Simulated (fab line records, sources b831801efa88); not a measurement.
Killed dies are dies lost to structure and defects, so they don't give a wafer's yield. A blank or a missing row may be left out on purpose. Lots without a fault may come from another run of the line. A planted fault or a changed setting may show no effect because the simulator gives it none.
Which tool did it? | flow gf180mcu | 14 lots, 42 wafers sampled, at 3 steps of a route of 602

WHAT THE GAUGES READ, wafer by wafer
GF_M1_RS_MEAS_05: measures by four-point-probe.
lot  | measured     | on            | M1_ALCU_RS (ohm/sq)
L383 | day 15 22:13 | film_metro-04 | 0.0692 0.0695 0.0700
L384 | day 16 08:01 | film_metro-04 | 0.0703 0.0700 0.0701
L385 | day 16 17:46 | film_metro-04 | 0.0701 0.0709 0.0706
L386 | day 17 06:50 | film_metro-03 | 0.0694 0.0696 0.0702
L390 | day 19 00:31 | film_metro-03 | 0.0703 0.0691 0.0696
L392 | day 20 01:35 | film_metro-03 | 0.0693 0.0696 0.0698
L393 | day 20 01:56 | film_metro-02 | 0.0693 0.0706 0.0702
L394 | day 20 07:30 | film_metro-04 | 0.0707 0.0699 0.0699
L395 | day 20 15:08 | film_metro-02 | 0.0691 0.0689 0.0692
L397 | day 21 13:12 | film_metro-04 | 0.0693 0.0700 0.0698
L399 | day 22 00:25 | film_metro-04 | 0.0702 0.0701 0.0702
L401 | day 22 16:53 | film_metro-03 | 0.0709 0.0702 0.0699
L404 | day 23 23:13 | film_metro-03 | 0.0692 0.0702 0.0697
L406 | day 24 09:28 | film_metro-02 | 0.0693 0.0694 0.0696

GF_V1_RS_MEAS_24: measures by four-point-probe.
lot  | measured     | on            | V1_W_RS (ohm/sq)
L383 | day 17 22:19 | film_metro-04 | 0.326 0.326 0.325
L384 | day 18 08:20 | film_metro-04 | 0.331 0.330 0.328
L385 | day 18 18:37 | film_metro-03 | 0.324 0.318 0.324
L386 | day 19 09:29 | film_metro-01 | 0.335 0.332 0.331
L390 | day 21 03:44 | film_metro-04 | 0.329 0.329 0.330
L392 | day 22 03:10 | film_metro-01 | 0.328 0.325 0.331
L393 | day 22 03:52 | film_metro-04 | 0.323 0.326 0.325
L394 | day 22 10:59 | film_metro-01 | 0.331 0.331 0.333
L395 | day 22 17:11 | film_metro-01 | 0.330 0.332 0.333
L397 | day 23 14:03 | film_metro-04 | 0.326 0.329 0.326
L399 | day 24 02:22 | film_metro-04 | 0.325 0.321 0.322
L401 | day 24 16:20 | film_metro-03 | 0.321 0.322 0.323
L404 | day 26 02:57 | film_metro-04 | 0.324 0.326 0.326
L406 | day 26 06:47 | film_metro-03 | 0.331 0.331 0.333

WHICH TOOL RAN EACH LOT (tool, then ch and the chambers of the sampled wafers, then the start)
lot  | GF_V1_ETCH_16
L383 | rie_diel-03 ch 0,1, day 17 21:26
L384 | rie_diel-02 ch 1,2, day 18 07:25
L385 | rie_diel-03 ch 1,3, day 18 17:40
L386 | rie_diel-02 ch 0,2,3, day 19 08:37
L390 | rie_diel-02 ch 0,1,2, day 21 02:28
L392 | rie_diel-03 ch 0,2, day 22 02:13
L393 | rie_diel-04 ch 0,1,2, day 22 02:58
L394 | rie_diel-04 ch 2,3, day 22 10:07
L395 | rie_diel-03 ch 0,3, day 22 16:10
L397 | rie_diel-02 ch 0,1,3, day 23 13:10
L399 | rie_diel-03 ch 1,2, day 24 01:28
L401 | rie_diel-03 ch 0,1,2, day 24 15:28
L404 | rie_diel-04 ch 1,2, day 26 02:04
L406 | rie_diel-02 ch 0,2,3, day 26 05:53
- GF_V1_ETCH_16: etches BARC in N2/H2.

WHAT THE TOOLS THEMSELVES READ (means of the sampled wafers that have a number; where no wafer has one, the mark that the record gives instead)
GF_V1_ETCH_16.
lot  | tool        | drypump_motor_current_A (A) | n2_flow_sccm (sccm) | oes_product_au (a.u.) | throttle_valve_pct (%)
L383 | rie_diel-03 | 6.2                         | 99.7                | 0.853                 | 13.221
L384 | rie_diel-02 | 5.9                         | 99.9                | 0.855                 | 13.228
L385 | rie_diel-03 | 6.3                         | 100.4               | 0.854                 | 13.229
L386 | rie_diel-02 | 5.4                         | 99.9                | 0.851                 | 13.228
L390 | rie_diel-02 | 5.7                         | 100.0               | 0.856                 | 13.225
L392 | rie_diel-03 | 5.9                         | 100.5               | 0.855                 | 13.233
L393 | rie_diel-04 | 5.9                         | 100.2               | 0.858                 | 13.227
L394 | rie_diel-04 | 5.5                         | 99.9                | 0.860                 | 13.229
L395 | rie_diel-03 | 5.6                         | 99.9                | 0.853                 | 13.227
L397 | rie_diel-02 | 5.7                         | 100.0               | 0.851                 | 13.227
L399 | rie_diel-03 | 6.4                         | 99.7                | 0.822                 | 13.228
L401 | rie_diel-03 | 6.1                         | 100.1               | 0.830                 | 13.216
L404 | rie_diel-04 | 5.8                         | 99.9                | 0.860                 | 13.235
L406 | rie_diel-02 | 5.4                         | 100.1               | 0.856                 | 13.225

THE ANSWER, worked out from the rows above alone
Rule: what is usual is taken from the lots themselves. Put in order of their means at a reading, lots are off if they are a third of the lots or fewer, leave a main group of 4 or more, and stand apart from it by a gap of 3 or more times the standard deviation of the main group's means; of several such gaps the widest counts. A main group whose means are all the same, to the digits that the tables above print for the reading, isn't used. A lot without any number at a reading at which 4 lots or more have one is off too. The other lots that the step has rows for count as sound. The gauges are gone through in route order, then the tools' own readings, and for those a lot's mean is taken as printed above. The first step at which some lot is off is used, and at that step the reading that is off furthest; a lot without a number counts as furthest.
Off: L399, L401, at GF_V1_ETCH_16 (oes_product_au). The main group: mean 0.855 a.u., standard deviation 0.0029.
A tool fits if, at that step or a process step before it, it ran every lot that is off, and no sound lot after the first of them. One fits: rie_diel-03 at GF_V1_ETCH_16. Its last sound lot is L395 (day 22 16:10), its first lot that is off L399 (day 24 01:28): a fault that began between those two fits.
The tool's own readings at GF_V1_ETCH_16 bear it out: on the lots that are off they differ by more than 5 times the standard deviation of the sound lots' means. oes_product_au reads 0.826 a.u. there against 0.855 a.u. on the sound lots.

WHAT THE SIMULATOR HAD PUT IN
Process parameter drift: rie_diel-03, from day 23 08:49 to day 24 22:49, at GF_V1_ETCH_16. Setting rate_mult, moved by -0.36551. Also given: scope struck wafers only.
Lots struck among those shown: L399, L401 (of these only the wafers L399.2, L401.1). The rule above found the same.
